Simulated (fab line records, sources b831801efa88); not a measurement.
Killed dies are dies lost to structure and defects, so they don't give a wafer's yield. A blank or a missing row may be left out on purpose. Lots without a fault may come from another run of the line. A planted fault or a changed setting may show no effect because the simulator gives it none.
Which tool did it? | flow gf180mcu | 24 lots, 72 wafers sampled, at 5 steps of a route of 602

WHAT THE GAUGES READ, wafer by wafer
GF_SAB_OVL_MEAS_10.
lot  | measured     | on         | SAB_OVL (nm)
L074 | day 15 09:30 | overlay-01 | -2.3 -0.7 -2.2
L075 | day 15 14:42 | overlay-01 | -0.1 0.9 -0.1
L076 | day 16 05:35 | overlay-01 | -0.3 -0.1 -1.1
L077 | day 16 22:03 | overlay-01 | 0.3 1.5 3.3
L078 | day 17 07:08 | overlay-01 | 0.4 0.8 -0.2
L079 | day 17 21:50 | overlay-02 | -1.0 1.3 -1.9
L081 | day 18 01:44 | overlay-02 | 1.4 1.8 0.6
L080 | day 18 06:15 | overlay-01 | 2.4 0.9 0.6
L082 | day 18 12:59 | overlay-01 | 1.6 1.1 1.1
L084 | day 19 01:28 | overlay-01 | 1.7 0.4 0.9
L083 | day 19 06:45 | overlay-01 | 0.7 1.9 -0.9
L085 | day 19 17:10 | overlay-01 | -2.0 -1.1 0.2
L086 | day 19 19:33 | overlay-02 | -2.1 0.2 -0.8
L087 | day 20 04:43 | overlay-02 | 0.3 0.6 0.2
L088 | day 20 15:46 | overlay-01 | 0.4 1.3 -0.4
L090 | day 21 09:25 | overlay-02 | 0.2 -1.5 0.6
L089 | day 21 11:52 | overlay-01 | 0.1 1.1 2.0
L091 | day 21 16:22 | overlay-02 | -2.3 -3.8 -2.6
L092 | day 22 07:04 | overlay-02 | -1.2 1.0 1.3
L093 | day 22 15:25 | overlay-02 | -3.4 -2.4 -0.5
L094 | day 22 16:39 | overlay-02 | -0.8 1.7 -0.7
L095 | day 22 21:51 | overlay-02 | -1.6 -0.8 0.6
L097 | day 23 14:46 | overlay-02 | -0.7 -0.5 -0.8
L096 | day 23 17:14 | overlay-01 | -1.1 -0.3 0.4

GF_M2_CD_MEAS_14: target cd 280 nm.
lot  | measured     | on        | cd_nm (nm)
L074 | day 19 14:23 | cd_sem-01 | 278.8 278.7 278.9
L075 | day 19 19:46 | cd_sem-01 | 278.0 279.6 278.3
L076 | day 20 11:38 | cd_sem-01 | 279.2 279.8 280.2
L077 | day 21 05:14 | cd_sem-01 | 280.5 280.1 279.4
L078 | day 21 15:07 | cd_sem-01 | 278.4 278.6 278.7
L079 | day 22 05:43 | cd_sem-01 | 278.2 277.6 278.2
L081 | day 22 09:43 | cd_sem-01 | 279.3 278.6 279.9
L080 | day 22 14:19 | cd_sem-02 | 280.6 280.2 280.5
L082 | day 22 22:10 | cd_sem-01 | 280.9 280.9 280.4
L084 | day 23 08:55 | cd_sem-02 | 279.5 278.6 278.6
L083 | day 23 14:01 | cd_sem-01 | 279.4 279.0 279.0
L085 | day 23 23:26 | cd_sem-02 | 279.1 279.7 279.0
L086 | day 24 00:26 | cd_sem-02 | 278.7 278.8 278.5
L087 | day 24 11:04 | cd_sem-01 | 279.6 279.6 279.8
L088 | day 24 20:12 | cd_sem-01 | 281.9 281.2 282.2
L090 | day 25 13:22 | cd_sem-01 | 279.2 280.2 279.0
L089 | day 25 13:58 | cd_sem-01 | 279.0 279.1 279.5
L091 | day 25 17:46 | cd_sem-01 | 281.2 280.9 280.9
L092 | day 26 06:28 | cd_sem-02 | 280.7 280.0 280.6
L093 | day 26 14:31 | cd_sem-02 | 280.6 280.0 280.7
L094 | day 26 16:25 | cd_sem-01 | 278.2 278.0 278.3
L095 | day 26 20:40 | cd_sem-02 | 281.6 281.4 281.3
L097 | day 27 11:40 | cd_sem-01 | 280.0 279.1 280.4
L096 | day 27 14:01 | cd_sem-01 | 279.4 278.5 278.3

GF_V3_THK_MEAS_01.
lot  | measured     | on            | V3_CVD_00_THK (nm)
L074 | day 21 19:39 | film_metro-04 | 588 595 589
L075 | day 22 01:14 | film_metro-02 | 609 609 605
L076 | day 22 17:07 | film_metro-02 | 597 594 598
L077 | day 23 09:15 | film_metro-03 | 595 603 592
L078 | day 23 19:26 | film_metro-04 | 600 599 595
L079 | day 24 09:05 | film_metro-03 | 606 598 600
L081 | day 24 12:07 | film_metro-02 | 594 592 601
L080 | day 24 16:28 | film_metro-03 | 587 590 589
L082 | day 25 00:05 | film_metro-04 | 599 594 597
L084 | day 25 10:07 | film_metro-03 | 598 599 601
L083 | day 25 15:07 | film_metro-03 | 603 599 603
L085 | day 25 23:44 | film_metro-02 | 605 605 598
L086 | day 26 01:09 | film_metro-02 | 596 594 600
L087 | day 26 10:25 | film_metro-02 | 606 604 605
L088 | day 26 19:56 | film_metro-04 | 598 602 597
L090 | day 27 11:27 | film_metro-03 | 608 601 606
L089 | day 27 12:08 | film_metro-04 | 604 601 598
L091 | day 27 16:54 | film_metro-02 | 600 600 595
L092 | day 28 03:39 | film_metro-02 | 608 600 611
L093 | day 28 11:57 | film_metro-03 | 599 597 600
L094 | day 28 13:19 | film_metro-02 | 597 594 599
L095 | day 28 17:58 | film_metro-03 | 610 607 610
L097 | day 29 07:35 | film_metro-02 | 593 594 600
L096 | day 29 09:38 | film_metro-04 | 600 605 600

GF_V3_BOW_MEAS_05.
lot  | measured     | on            | V3_BOW (um)
L074 | day 21 20:08 | film_metro-04 | 126 110 122
L075 | day 22 01:44 | film_metro-02 | 108 106 118
L076 | day 22 17:37 | film_metro-04 | 118 132 113
L077 | day 23 09:45 | film_metro-03 | 126 108 128
L078 | day 23 19:55 | film_metro-02 | 123 124 121
L079 | day 24 09:35 | film_metro-02 | 110 121 118
L081 | day 24 12:37 | film_metro-03 | 124 124 118
L080 | day 24 16:58 | film_metro-02 | 129 120 120
L082 | day 25 00:34 | film_metro-02 | 129 124 123
L084 | day 25 10:38 | film_metro-03 | 131 123 120
L083 | day 25 15:38 | film_metro-03 | 119 120 111
L085 | day 26 00:16 | film_metro-03 | 106 113 119
L086 | day 26 01:39 | film_metro-03 | 126 120 112
L087 | day 26 10:55 | film_metro-04 | 128 101 102
L088 | day 26 20:25 | film_metro-03 | 108 123 125
L090 | day 27 11:56 | film_metro-03 | 131 127 113
L089 | day 27 12:37 | film_metro-03 | 128 118 112
L091 | day 27 17:25 | film_metro-03 | 105 116 112
L092 | day 28 04:19 | film_metro-04 | 116 119 118
L093 | day 28 12:28 | film_metro-02 | 119 103 113
L094 | day 28 13:49 | film_metro-03 | 120 110 117
L095 | day 28 18:29 | film_metro-03 | 117 112 120
L097 | day 29 08:06 | film_metro-02 | 121 124 121
L096 | day 29 10:07 | film_metro-03 | 117 126 110

GF_M5_CD_MEAS_07: target cd 280 nm.
lot  | measured     | on        | cd_nm (nm)
L074 | day 26 19:25 | cd_sem-02 | 279.9 278.9 279.6
L075 | day 26 23:37 | cd_sem-02 | 278.0 277.4 276.5
L076 | day 27 13:14 | cd_sem-01 | 281.7 281.4 282.7
L077 | day 28 02:02 | cd_sem-02 | 278.2 280.2 279.1
L078 | day 28 11:46 | cd_sem-01 | 280.2 279.9 280.3
L079 | day 28 21:59 | cd_sem-02 | 280.9 279.3 279.9
L081 | day 29 01:28 | cd_sem-02 | 278.9 279.7 279.6
L080 | day 29 06:01 | cd_sem-01 | 281.3 279.8 280.0
L082 | day 29 13:11 | cd_sem-02 | 279.3 279.4 280.1
L084 | day 29 20:55 | cd_sem-02 | 279.4 279.1 279.4
L083 | day 30 02:28 | cd_sem-02 | 280.2 278.6 279.7
L085 | day 30 10:10 | cd_sem-02 | 280.0 280.1 278.5
L086 | day 30 10:29 | cd_sem-01 | 279.4 279.1 279.0
L087 | day 30 18:35 | cd_sem-01 | 280.0 278.9 279.0
L088 | day 31 02:46 | cd_sem-02 | 279.7 279.5 279.3
L090 | day 31 15:43 | cd_sem-01 | 279.6 279.8 280.3
L089 | day 31 15:50 | cd_sem-01 | 279.9 278.7 279.5
L091 | day 31 21:19 | cd_sem-01 | 280.2 279.8 280.6
L092 | day 32 08:53 | cd_sem-01 | 279.3 279.9 279.5
L093 | day 32 13:40 | cd_sem-01 | 279.9 280.7 281.8
L094 | day 32 14:56 | cd_sem-01 | 280.9 281.1 281.2
L095 | day 32 20:49 | cd_sem-01 | 281.8 280.8 281.6
L097 | day 33 06:22 | cd_sem-01 | 280.4 278.1 279.4
L096 | day 33 07:40 | cd_sem-01 | 278.9 280.3 278.0

WHICH TOOL RAN EACH LOT (tool, then ch and the chambers of the sampled wafers, then the start)
The record holds no process step before these readings.

WHAT THE TOOLS THEMSELVES READ (means of the sampled wafers that have a number; where no wafer has one, the mark that the record gives instead)
The record holds no such reading with a usual standard deviation.

THE ANSWER, worked out from the rows above alone
Rule: what is usual is taken from the lots themselves. Put in order of their means at a reading, lots are off if they are a third of the lots or fewer, leave a main group of 4 or more, and stand apart from it by a gap of 3 or more times the standard deviation of the main group's means; of several such gaps the widest counts. A main group whose means are all the same, to the digits that the tables above print for the reading, isn't used. A lot without any number at a reading at which 4 lots or more have one is off too. The other lots that the step has rows for count as sound. The gauges are gone through in route order, then the tools' own readings, and for those a lot's mean is taken as printed above. The first step at which some lot is off is used, and at that step the reading that is off furthest; a lot without a number counts as furthest.
No lot is off at any reading shown: from this, nothing can be told.

WHAT THE SIMULATOR HAD PUT IN
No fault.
